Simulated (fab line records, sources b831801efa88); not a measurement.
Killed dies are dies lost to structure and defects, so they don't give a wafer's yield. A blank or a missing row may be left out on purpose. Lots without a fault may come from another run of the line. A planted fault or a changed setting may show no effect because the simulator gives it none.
A struck lot beside a sound one | flow gf180mcu | 19 steps out of a route of 602
Sound: wafers L995.3, L995.4, L995.5. Struck: wafers L999.1, L999.2, L999.4. The cause comes at the end.
At each step with rows: each side's tool, then ch and its chambers, then its first start. Under that, the readings that differ: sound wafers | struck wafers | difference of the means | sigmas: that difference in standard deviations of wafers without a fault.
alike: readings whose means differ by less than 2 such deviations, and words and numbers that are the same on both sides. not compared: withheld readings, readings that some wafer has no value for, bounds like >300 that may hide the same value, and numbers for which the record gives no deviation and whose values overlap.
The two part at a step that has a row with sigmas, a row that says differs or no value, or rows on one side only. Numbers that don't overlap but have no deviation are shown without sigmas and don't part them. A reading that every wafer of one side lacks parts them only if that side has two wafers or more.

GF_SALICIDE_RTA_06: time 30 s.
  sound on rtp_anneal-01 ch 0, day 16 04:19; struck on rtp_anneal-01 ch 0, day 17 20:04
  alike: lamp_power_pct, wafer_temp_C_max
then, 1 step without rows for these wafers: GF_SALICIDE_WET_ETCH_07 (etches the open film in SPM, target depth 120 nm).
GF_SALICIDE_RTA_08: time 30 s.
  sound on rtp_anneal-02 ch 0, day 16 04:31; struck on rtp_anneal-02 ch 0, day 17 20:16
  alike: lamp_power_pct, wafer_temp_C_max
then, 1 step without rows for these wafers: GF_CONTACT_CVD_00 (deposits SiO2, target thk 300 nm, time 50 s).
GF_CONTACT_THK_MEAS_01:
  sound on film_metro-04, day 16 04:39; struck on film_metro-03, day 17 20:25
  alike: CONTACT_CVD_00_THK
GF_CONTACT_CVD_02: deposits SiO2 from TEOS, target thk 860 nm, time 95.992 s.
  sound on pecvd-03 ch 0,1, day 16 04:41; struck on pecvd-04 ch 1,2, day 17 20:28
  alike: heater_power_w
  not compared: since_wet_clean_h
GF_CONTACT_THK_MEAS_03:
  sound on film_metro-03, day 16 04:47; struck on film_metro-04, day 17 20:32
  alike: CONTACT_CVD_02_THK
GF_CONTACT_CMP_04: polishes SiO2.
  sound on cmp-02 ch 1,2,3, day 16 04:52; struck on cmp-02 ch 1,2,3, day 17 21:08
  alike: motor_current_A, time_to_endpoint_s
GF_CONTACT_BOW_MEAS_05:
  sound on film_metro-04, day 16 05:10; struck on film_metro-03, day 17 21:26
  alike: CONTACT_BOW
then, 3 steps without rows for these wafers: GF_CONTACT_DEHYDRATE_06 (time 60 s); GF_CONTACT_HMDS_07 (prime time 60 s); GF_CONTACT_COAT_08.
GF_CONTACT_COAT_09: resist thk 1000 nm.
  sound on litho_track-02 ch 0, day 16 16:00; struck on litho_track-04 ch 0, day 18 08:00
  reading                                  | sound          | struck            | difference | sigmas
  model.KrF_of_CONTACT_COAT_09.thk_nm (nm) | 1000 1001 1002 | 964.5 962.3 967.6 | -36.2      |
  alike: exhaust_pa
then, 3 steps without rows for these wafers: GF_CONTACT_SOFTBAKE_10 (time 60 s); GF_CONTACT_EXPOSE_11 (exposes mask Contact, target cd 220 nm); GF_CONTACT_PEB_12 (peb time 90 s).
GF_CONTACT_DEVELOP_13: develop time 60 s.
  sound on litho_track-04 ch 0, day 17 02:39; struck on litho_track-02 ch 0, day 18 20:53
  reading                                  | sound           | struck            | difference | sigmas
  model.KrF_of_CONTACT_COAT_09.thk_nm (nm) | 985.5 986.3 987 | 949.6 947.3 952.6 | -36.4      |
  alike: exhaust_pa
GF_CONTACT_CD_MEAS_14: target cd 220 nm.
  sound on cd_sem-02, day 17 02:47; struck on cd_sem-01, day 18 21:02
  alike: cd_nm
GF_PASSIVATION_PROBE_99:
  the record has rows for the sound wafers here (prober-02, day 29 23:48) and none for the struck ones

WHERE THEY PART
Only at GF_PASSIVATION_PROBE_99, within this record.

WHY: what the simulator had put in
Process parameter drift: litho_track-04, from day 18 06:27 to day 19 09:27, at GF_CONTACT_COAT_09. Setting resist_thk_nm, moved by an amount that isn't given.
